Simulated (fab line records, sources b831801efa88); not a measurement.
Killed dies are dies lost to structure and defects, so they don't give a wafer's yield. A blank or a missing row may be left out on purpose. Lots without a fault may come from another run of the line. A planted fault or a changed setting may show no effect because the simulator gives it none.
A struck lot beside a sound one | flow sky130 | 16 steps out of a route of 708
Sound: wafers L177.2, L177.3, L177.4. Struck: wafers L167.3, L167.4, L167.5. The cause comes at the end.
At each step with rows: each side's tool, then ch and its chambers, then its first start. Under that, the readings that differ: sound wafers | struck wafers | difference of the means | sigmas: that difference in standard deviations of wafers without a fault.
alike: readings whose means differ by less than 2 such deviations, and words and numbers that are the same on both sides. not compared: withheld readings, readings that some wafer has no value for, bounds like >300 that may hide the same value, and numbers for which the record gives no deviation and whose values overlap.
The two part at a step that has a row with sigmas, a row that says differs or no value, or rows on one side only. Numbers that don't overlap but have no deviation are shown without sigmas and don't part them. A reading that every wafer of one side lacks parts them only if that side has two wafers or more.

SKY_VIA2_CMP_02: polishes SiO2.
  sound on cmp-01 ch 1,2,3, day 41 02:29; struck on cmp-01 ch 1,3, day 38 09:26
  alike: motor_current_A, retaining_ring_pressure_frac
SKY_VIA2_BOW_MEAS_03:
  sound on film_metro-02, day 41 02:46; struck on film_metro-02, day 38 09:43
  alike: VIA2_BOW
then, 8 steps without rows for these wafers: SKY_VIA2_DEHYDRATE_04 (time 60 s); SKY_VIA2_HMDS_05 (prime time 60 s); SKY_VIA2_COAT_06 (resist thk 60 nm); SKY_VIA2_COAT_07 (resist thk 450 nm); SKY_VIA2_SOFTBAKE_08 (time 90 s); SKY_VIA2_EXPOSE_09 (exposes mask VIM2, target cd 200 nm); SKY_VIA2_PEB_10; SKY_VIA2_DEVELOP_11 (develop time 60 s).
SKY_VIA2_CD_MEAS_12: target cd 200 nm.
  sound on cd_sem-02, day 42 02:33; struck on cd_sem-02, day 39 10:13
  reading    | sound             | struck            | difference | sigmas
  cd_nm (nm) | 202.2 201.7 201.1 | 198.2 198.1 196.5 | -4.1       | -3
SKY_VIA2_OVL_MEAS_13:
  sound on overlay-01, day 42 02:40; struck on overlay-02, day 39 10:19
  alike: VIA2_OVL
SKY_VIA2_ETCH_14: etches BARC in N2/H2, stops on SiO2, time 45.9 s, target depth 60 nm.
  sound on rie_diel-02 ch 0,1,2, day 42 02:41; struck on rie_diel-03 ch 2,3, day 39 10:20
  no value came back on the struck wafers for any of 6 readings (bias_w (W), chamber_pressure_mTorr (mTorr) and others); on the sound wafers bias_w (W) reads 100.15 99.84 99.99
  reading                                     | sound           | struck            | difference | sigmas
  model.KrF-thick_of_VIA2_COAT_07.thk_nm (nm) | 392.2 392 393.1 | 433.8 434.5 434.6 | +41.9      |
SKY_VIA2_ETCH_15: etches SiO2 in C4F8/O2/Ar, stops on TiN, target depth 546 nm, time 84 s.
  sound on rie_diel-02 ch 0,1,2, day 42 02:44; struck on rie_diel-03 ch 2,3, day 39 10:23
  reading                                     | sound             | struck            | difference | sigmas
  oes_product_au (a.u.)                       | 0.942 0.936 0.941 | 0.370 0.377 0.377 | -0.565     | -99 or more
  model.KrF-thick_of_VIA2_COAT_07.thk_nm (nm) | 283.7 283.4 285.2 | 321.8 324.8 323.7 | +39.3      |
  alike: bias_w, chamber_pressure_mTorr
  not compared: rf_hours_counter_h
SKY_VIA2_STRIP_16: strips in O2/N2.
  sound on plasma_asher-03 ch 0,1, day 42 02:48; struck on plasma_asher-01 ch 0,1, day 39 10:29
  reading                      | sound             | struck            | difference | sigmas
  oes_product_au (a.u.)        | 0.400 0.397 0.404 | 0.412 0.425 0.418 | +0.018     | +4
  strip_time_to_endpoint_s (s) | 4.054 4.062 4.082 | 4.467 4.499 4.457 | +0.408     | +19
  alike: drypump_motor_current_A
  not compared: rf_hours_counter_h
then, 1 step without rows for these wafers: SKY_VIA2_STRIP_17 (strips in post etch residue remover, time 1200 s).

WHERE THEY PART
First at SKY_VIA2_CD_MEAS_12; last, within this record, at SKY_VIA2_STRIP_16.

WHY: what the simulator had put in
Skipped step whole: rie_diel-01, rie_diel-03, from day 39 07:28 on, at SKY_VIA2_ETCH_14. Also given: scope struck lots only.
